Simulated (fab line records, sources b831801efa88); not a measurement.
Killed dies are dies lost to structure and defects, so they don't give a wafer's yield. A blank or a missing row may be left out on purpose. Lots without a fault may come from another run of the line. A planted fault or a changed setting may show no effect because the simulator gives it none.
fab line records | flow sky130
record lots=11 wafers=33 last_day=50
route steps=708 shown SD_P@329 LI_CONTACT@375 LOCAL_INTERCONNECT@388 PAD_OPEN@708
lots that met no fault: from a run of the same line without faults
start_h: hours from the record's first day to the start of the lot's first wafer shown | wait_h: hours since the lot's step before | " the same as in the row above | L1.1+2: a row that stands for several wafers | - no value, or no start given | * or withheld: withheld | < > ~ a bound
route shown NAME@n: a module of which the file shows steps, and the number in the route of the first | usual: mean/standard deviation of fault-free wafers | same: alike in all rows | chamber/n: place in a boat | sites: the reading at each site | _std_site: their standard deviation | _edge_site: outer sites' mean less inner sites' | radius_mm: how far each site lies from the wafer's centre | mask NAME#n: copy n | behind: the tool/chamber that last shaped the wafer | hold: why the lot was held/for how many hours/how that ended | device: the transistor (n, p or np) that didn't switch | end of line: the same wafers' tests at the end of the route | a step without rows: its recipe alone | killed: dies lost to structure and defects at the first sort, not the wafer's yield | map: a wafer's dies, x killed, . not, _ none there
set.NAME: the setting as run; set.NAME@STEP: as run at that earlier step | model.NAME: the simulator's own value behind a step, which no gauge read
steps of the route over a sample of lots; a table a step, a row a wafer
services: from which hour (start_h, from the record's first day; less than 0 if before it) a tool's chamber was out of use, for how many hours, and why
## steps
# step SKY_SD_P_IMPLANT_09
# recipe species=BF2 energy_kev=20 dose_cm2=3e+15 tilt_deg=0
# usual beam_energy_keV=20.000/0.0064
# columns lot.wafer tool chamber start_h wait_h beam_energy_keV
L569.1 implanter-04 0 593.47 0.0 20.004
L569.3 " 0 " " 19.999
L569.6 " 0 " " 19.995
L570.1 implanter-04 0 606.24 0.0 19.998
L570.4 " 0 " " 19.999
L570.5 " 0 " " 20.005
L571.1 implanter-01 0 619.04 0.0 19.993
L571.4 " 0 " " 19.999
L571.6 " 0 " " 20.002
L578.2 implanter-01 0 672.05 0.0 20.001
L578.3 " 0 " " 20.002
L578.4 " 0 " " 19.999
L579.1 implanter-04 0 675.99 0.0 20.009
L579.5 " 0 " " 19.996
L579.6 " 0 " " 20.002
L580.1 implanter-01 0 684.79 0.0 19.999
L580.2 " 0 " " 19.993
L580.3 " 0 " " 19.994
L582.1 implanter-04 0 697.97 0.0 20.000
L582.3 " 0 " " 20.004
L582.4 " 0 " " 20.005
L581.2 implanter-01 0 702.42 0.0 19.996
L581.3 " 0 " " 19.997
L581.4 " 0 " " 19.999
L588.3 implanter-04 0 751.82 0.1 15.427
L588.4 " 0 " " 15.433
L588.5 " 0 " " 15.433
L590.2 implanter-04 0 757.67 0.0 15.417
L590.3 " 0 " " 15.413
L590.6 " 0 " " 15.423
L592.4 implanter-01 0 776.79 0.1 19.994
L592.5 " 0 " " 20.006
L592.6 " 0 " " 19.997
# step SKY_SD_P_STRIP_10
# recipe chemistry=O2/N2 power_w=1400 pressure_mtorr=1500 platen_temp_c=withheld o2_flow_sccm=3000 n2_flow_sccm=300 overash_fraction=0.5
# usual drypump_motor_current_A=6.1/0.46 n2_flow_sccm=300.0/0.8 oes_product_au=0.618/0.0047 strip_time_to_endpoint_s=17.51/0.037
# columns lot.wafer tool chamber start_h wait_h drypump_motor_current_A n2_flow_sccm oes_product_au rf_hours_counter_h strip_time_to_endpoint_s
L569.1 plasma_asher-04 1 593.62 0.1 5.8 299.2 0.624 77 17.46
L569.3 " 1 " " 5.8 300.9 0.618 - 17.46
L569.6 " 1 " " 5.8 299.0 0.623 - 17.47
L570.1 plasma_asher-02 1 606.39 0.1 5.4 299.7 0.614 44 17.48
L570.4 " 0 " " 6.0 300.7 0.611 - 17.51
L570.5 " 0 " " 6.0 300.9 0.621 - 17.48
L571.1 plasma_asher-01 0 619.19 0.1 6.7 302.3 0.620 19 17.53
L571.4 " 1 " " 6.4 301.2 0.623 - 17.58
L571.6 " 1 " " 6.4 300.2 0.620 - 17.56
L578.2 plasma_asher-01 0 672.17 0.1 6.7 299.3 0.609 25 17.46
L578.3 " 1 " " 6.4 300.6 0.615 - 17.50
L578.4 " 0 " " 6.7 300.2 0.617 - 17.46
L579.1 plasma_asher-01 0 676.14 0.1 6.7 299.1 0.614 25 17.56
L579.5 " 1 " " 6.4 299.1 0.620 - 17.51
L579.6 " 0 " " 6.7 299.3 0.622 - 17.47
L580.1 plasma_asher-02 1 684.94 0.1 5.4 301.0 0.618 50 17.44
L580.2 " 0 " " 6.0 300.6 0.621 50 17.49
L580.3 " 1 " " 5.4 300.8 0.617 - 17.45
L582.1 plasma_asher-01 0 698.27 0.2 6.7 299.2 0.622 27 17.59
L582.3 " 1 " " 6.4 300.1 0.617 - 17.57
L582.4 " 0 " " 6.7 299.5 0.626 - 17.52
L581.2 plasma_asher-01 0 702.54 0.1 6.7 300.5 0.624 28 17.46
L581.3 " 0 " " 6.7 300.3 0.625 - 17.51
L581.4 " 1 " " 6.4 298.7 0.613 - 17.53
L588.3 plasma_asher-02 1 751.95 0.1 5.4 298.5 0.631 - 16.77
L588.4 " 0 " " 6.0 300.2 0.636 - 16.84
L588.5 " 0 " " 5.9 300.4 0.630 - 16.84
L590.2 plasma_asher-04 1 757.79 0.1 5.8 299.4 0.630 94 16.78
L590.3 " 1 " " 5.8 301.8 0.635 - 16.78
L590.6 " 1 " " 5.8 299.2 0.627 - 16.80
L592.4 plasma_asher-02 0 776.90 0.1 6.0 299.7 0.621 - 17.47
L592.5 " 1 " " 5.4 299.2 0.623 - 17.48
L592.6 " 0 " " 6.0 299.3 0.623 - 17.52
# step SKY_SD_P_TW_MEAS_11
# usual SD_P_TW=2844/18
# columns lot.wafer tool chamber start_h wait_h SD_P_TW
L569.1 film_metro-01 - 593.72 0.1 2800
L569.3 " - " " 2827
L569.6 " - " " 2813
L570.1 film_metro-02 - 606.49 0.1 2848
L570.4 " - " " 2867
L570.5 " - " " 2847
L571.1 film_metro-02 - 619.29 0.1 2856
L571.4 " - " " 2845
L571.6 " - " " 2844
L578.2 film_metro-02 - 672.28 0.1 2829
L578.3 " - " " 2865
L578.4 " - " " 2840
L579.1 film_metro-02 - 676.24 0.1 2854
L579.5 " - " " 2867
L579.6 " - " " 2843
L580.1 film_metro-04 - 685.04 0.1 2859
L580.2 " - " " 2855
L580.3 " - " " 2859
L582.1 film_metro-04 - 698.37 0.1 2855
L582.3 " - " " 2852
L582.4 " - " " 2828
L581.2 film_metro-02 - 702.65 0.1 2862
L581.3 " - " " 2849
L581.4 " - " " 2847
L588.3 film_metro-02 - 752.04 0.1 2656
L588.4 " - " " 2664
L588.5 " - " " 2658
L590.2 film_metro-02 - 757.90 0.1 2661
L590.3 " - " " 2653
L590.6 " - " " 2668
L592.4 film_metro-02 - 777.00 0.1 2835
L592.5 " - " " 2837
L592.6 " - " " 2854
# step SKY_SD_N_RS_MEAS_17
# recipe thk_meas_gauge=four-point-probe
# usual SD_P_RS=147.1/0.37
# columns lot.wafer tool chamber start_h wait_h SD_P_RS[ohm/sq]
L569.1 film_metro-04 - 652.87 0.1 147.0
L569.3 " - " " 147.2
L569.6 " - " " 147.1
L570.1 film_metro-04 - 666.26 0.1 147.8
L570.4 " - " " 147.0
L570.5 " - " " 147.3
L571.1 film_metro-01 - 676.71 0.1 147.7
L571.4 " - " " 147.4
L571.6 " - " " 147.5
L578.2 film_metro-02 - 729.45 0.1 147.2
L578.3 " - " " 146.7
L578.4 " - " " 147.1
L579.1 film_metro-01 - 732.77 0.1 147.0
L579.5 " - " " 146.7
L579.6 " - " " 146.4
L580.1 film_metro-04 - 741.94 0.1 146.9
L580.2 " - " " 147.9
L580.3 " - " " 147.0
L582.1 film_metro-02 - 754.37 0.1 147.5
L582.3 " - " " 146.7
L582.4 " - " " 147.1
L581.2 film_metro-01 - 758.45 0.1 147.9
L581.3 " - " " 147.1
L581.4 " - " " 147.3
L588.3 film_metro-02 - 806.30 0.1 165.3
L588.4 " - " " 165.5
L588.5 " - " " 165.8
L590.2 film_metro-04 - 811.16 0.1 165.1
L590.3 " - " " 164.6
L590.6 " - " " 164.9
L592.4 film_metro-04 - 831.49 0.1 147.9
L592.5 " - " " 146.9
L592.6 " - " " 147.1
# step SKY_LI_CONTACT_OVL_MEAS_13
# usual LI_CONTACT_OVL=-1/6
# columns lot.wafer tool chamber start_h wait_h LI_CONTACT_OVL[nm]
L569.1 overlay-01 - 682.72 0.1 -1
L569.3 " - " " 7
L569.6 " - " " 8
L570.1 overlay-02 - 695.67 0.1 5
L570.4 " - " " 5
L570.5 " - " " 4
L571.1 overlay-01 - 706.22 0.1 1
L571.4 " - " " -2
L571.6 " - " " -4
L578.2 overlay-02 - 757.96 0.1 -1
L578.3 " - " " 2
L578.4 " - " " 2
L579.1 overlay-01 - 760.93 0.1 7
L579.5 " - " " -6
L579.6 " - " " -9
L580.1 overlay-02 - 769.58 0.1 12
L580.2 " - " " 6
L580.3 " - " " 6
L582.1 overlay-01 - 782.47 0.1 -2
L582.3 " - " " -6
L582.4 " - " " 3
L581.2 overlay-01 - 785.64 0.1 -14
L581.3 " - " " -10
L581.4 " - " " -8
L588.3 overlay-02 - 834.19 0.1 -4
L588.4 " - " " 3
L588.5 " - " " -8
L590.2 overlay-01 - 838.59 0.1 -1
L590.3 " - " " -4
L590.6 " - " " 0
L592.4 overlay-02 - 857.25 0.1 1
L592.5 " - " " -4
L592.6 " - " " 0
# step SKY_LOCAL_INTERCONNECT_RS_MEAS_01
# recipe thk_meas_gauge=four-point-probe reads=TiN_of_LOCAL_INTERCONNECT_SPUTTER_00
# usual LOCAL_INTERCONNECT_TIN_RS=14.15/0.14
# columns lot.wafer tool chamber start_h wait_h LOCAL_INTERCONNECT_TIN_RS[ohm/sq]
L569.1 film_metro-02 - 683.99 0.0 13.97
L569.3 " - " " 14.05
L569.6 " - " " 14.15
L570.1 film_metro-03 - 696.93 0.0 14.15
L570.4 " - " " 14.07
L570.5 " - " " 14.16
L571.1 film_metro-04 - 707.50 0.0 14.41
L571.4 " - " " 14.25
L571.6 " - " " 14.26
L578.2 film_metro-03 - 759.24 0.1 13.85
L578.3 " - " " 14.09
L578.4 " - " " 13.88
L579.1 film_metro-02 - 762.37 0.0 14.16
L579.5 " - " " 14.06
L579.6 " - " " 13.92
L580.1 film_metro-02 - 771.02 0.0 14.23
L580.2 " - " " 14.56
L580.3 " - " " 14.30
L582.1 film_metro-04 - 783.91 0.0 14.11
L582.3 " - " " 14.29
L582.4 " - " " 14.13
L581.2 film_metro-04 - 786.91 0.1 14.24
L581.3 " - " " 14.20
L581.4 " - " " 14.24
L588.3 film_metro-04 - 835.69 0.1 14.12
L588.4 " - " " 14.15
L588.5 " - " " 14.26
L590.2 film_metro-04 - 840.04 0.1 14.11
L590.3 " - " " 14.12
L590.6 " - " " 13.95
L592.4 film_metro-02 - 858.55 0.1 14.03
L592.5 " - " " 14.19
L592.6 " - " " 14.06
# step SKY_LOCAL_INTERCONNECT_CD_MEAS_11
# recipe target_cd_nm=170
# usual cd_nm=169.8/1.6
# columns lot.wafer tool chamber start_h wait_h cd_nm
L569.1 cd_sem-02 - 711.62 - 166.5
L569.3 " - " " 168.6
L569.6 " - " " 167.2
L570.1 cd_sem-01 - 724.88 - 172.0
L570.4 " - " " 171.2
L570.5 " - " " 170.0
L571.1 cd_sem-01 - 734.17 - 171.6
L571.4 " - " " 169.3
L571.6 " - " " 171.0
L578.2 cd_sem-02 - 785.70 - 170.9
L578.3 " - " " 170.5
L578.4 " - " " 170.0
L579.1 cd_sem-01 - 789.11 - 168.6
L579.5 " - " " 168.5
L579.6 " - " " 168.5
L580.1 cd_sem-02 - 798.39 - 173.3
L580.2 " - " " 172.0
L580.3 " - " " 172.6
L582.1 cd_sem-01 - 810.89 - 171.8
L582.3 " - " " 173.7
L582.4 " - " " 172.1
L581.2 cd_sem-01 - 813.38 - 170.5
L581.3 " - " " 170.7
L581.4 " - " " 169.8
L588.3 cd_sem-01 - 861.95 - 171.5
L588.4 " - " " 170.7
L588.5 " - " " 171.8
L590.2 cd_sem-02 - 865.93 - 169.4
L590.3 " - " " 172.1
L590.6 " - " " 171.2
L592.4 cd_sem-01 - 884.23 - 168.7
L592.5 " - " " 170.2
L592.6 " - " " 169.0
# step SKY_PAD_OPEN_PROBE_99
# usual killed_at_M0_to_M3=44/6.8 killed_at_M4_up=2.9/1.7 killed_at_contacts=24/5.2 killed_at_front_end=15/4 killed_at_other=0.2/0.44 killed_dies=86/9.9 killed_on_rim=17/3.7 killed_open=47/7.9 killed_short=39/6.3
# same gross_dies=492 killed_at_back_side=0
# columns lot.wafer tool chamber start_h wait_h killed_at_M0_to_M3 killed_at_M4_up killed_at_contacts killed_at_front_end killed_at_other killed_dies killed_on_rim killed_open killed_short
L582.1 prober-01 - 1155.46 0.1 26 2 27 12 0 67 11 33 34
L582.3 prober-01 - 1155.56 0.2 48 3 28 11 0 90 18 50 40
L582.4 prober-01 - 1155.61 0.2 46 2 24 19 0 91 19 61 30
L581.2 prober-02 - 1158.74 0.1 46 2 24 21 0 93 20 47 46
L581.3 prober-02 - 1158.79 0.2 53 0 28 15 0 96 24 59 37
L581.4 prober-02 - 1158.84 0.2 46 5 17 20 0 88 16 50 38
# killed by level:class
L582.1 LI_CONTACT:geometric_particle:open=8 LOCAL_INTERCONNECT:geometric_particle:short=6 CONTACT:geometric_particle:open=6 CONTACT:geometric_particle:short=6 VIA2:geometric_particle:short=5 VIA3:geometric_particle:open=4 POLY_GATE:geometric_particle:open=3 METAL1:geometric_particle:short=3
L582.3 VIA1:geometric_particle:open=11 VIA2:geometric_particle:open=9 CONTACT:geometric_particle:open=8 VIA3:geometric_particle:open=7 VIA1:geometric_particle:short=6 CONTACT:geometric_particle:short=5 METAL1:geometric_particle:short=5 LI_CONTACT:geometric_particle:short=4
L582.4 VIA1:geometric_particle:open=18 FIELD_ISO:geometric_particle:open=8 LI_CONTACT:geometric_particle:open=8 VIA3:geometric_particle:open=8 CONTACT:geometric_particle:open=7 FIELD_ISO:geometric_particle:short=5 CONTACT:geometric_particle:short=5 VIA2:geometric_particle:open=5
L581.2 CONTACT:geometric_particle:open=13 VIA1:geometric_particle:open=7 METAL1:geometric_particle:short=6 VIA3:geometric_particle:short=6 VIA3:geometric_particle:open=6 POLY_GATE:geometric_particle:short=5 METAL3:geometric_particle:short=5 FIELD_ISO:geometric_particle:short=4
L581.3 VIA1:geometric_particle:open=11 CONTACT:geometric_particle:open=9 LI_CONTACT:geometric_particle:open=7 VIA2:geometric_particle:open=6 METAL2:geometric_particle:short=6 METAL1:geometric_particle:short=5 METAL1:geometric_particle:open=5 VIA3:geometric_particle:open=5
L581.4 VIA1:geometric_particle:open=11 METAL2:geometric_particle:short=7 VIA2:geometric_particle:open=7 CONTACT:geometric_particle:open=6 METAL1:geometric_particle:short=6 POLY_GATE:geometric_particle:open=5 FIELD_ISO:geometric_particle:open=4 POLY_GATE:geometric_particle:short=4
## services
# columns tool chamber start_h hours kind
implanter-01 - 593.28 2.6 repair
plasma_asher-02 - 626.74 6.2 repair
plasma_asher-02 - 646.68 10.2 repair
implanter-04 - 651.84 1.7 repair
implanter-04 - 670.52 4.6 pm
plasma_asher-04 - 694.38 4.5 repair
implanter-01 - 694.65 3.7 pm
plasma_asher-02 - 696.33 14.6 pm
implanter-01 - 727.17 2.0 repair
implanter-04 - 736.74 2.8 repair
implanter-01 - 758.13 1.7 repair
## key
first_sign step=SKY_SD_P_IMPLANT_09 reading=beam_energy_keV direction=down sigmas=99+ usual=* struck=*
effect step=SKY_SD_P_STRIP_10 reading=strip_time_to_endpoint_s direction=down sigmas=19 usual=* struck=*
effect step=SKY_SD_P_TW_MEAS_11 reading=SD_P_TW direction=down sigmas=10 usual=2844 struck=2660
effect step=SKY_SD_N_RS_MEAS_17 reading=SD_P_RS direction=up sigmas=49 usual=147.1 struck=165.2
met_at SKY_SD_P_IMPLANT_09
struck_lots L588,L590
tester_left_out L588,L590
not_acting_at SKY_LI_CONTACT_OVL_MEAS_13,SKY_LOCAL_INTERCONNECT_RS_MEAS_01,SKY_LOCAL_INTERCONNECT_CD_MEAS_11
onset_between 697.97 751.82
fault kind=process_parameter_drift tool=implanter-04 chamber=- onset_h=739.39 steps=SKY_SD_P_IMPLANT_09 channel=energy_kev offset=* shape=step end_h=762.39 acts_in=* stated=*
# tester_left_out: of these lots the tester's yield and bins aren't shown, on N5 and GAA mostly nor the transistor test; their killed dies are dies lost to structure and defects alone, not to doping, threshold or leakage, so they don't give the yield
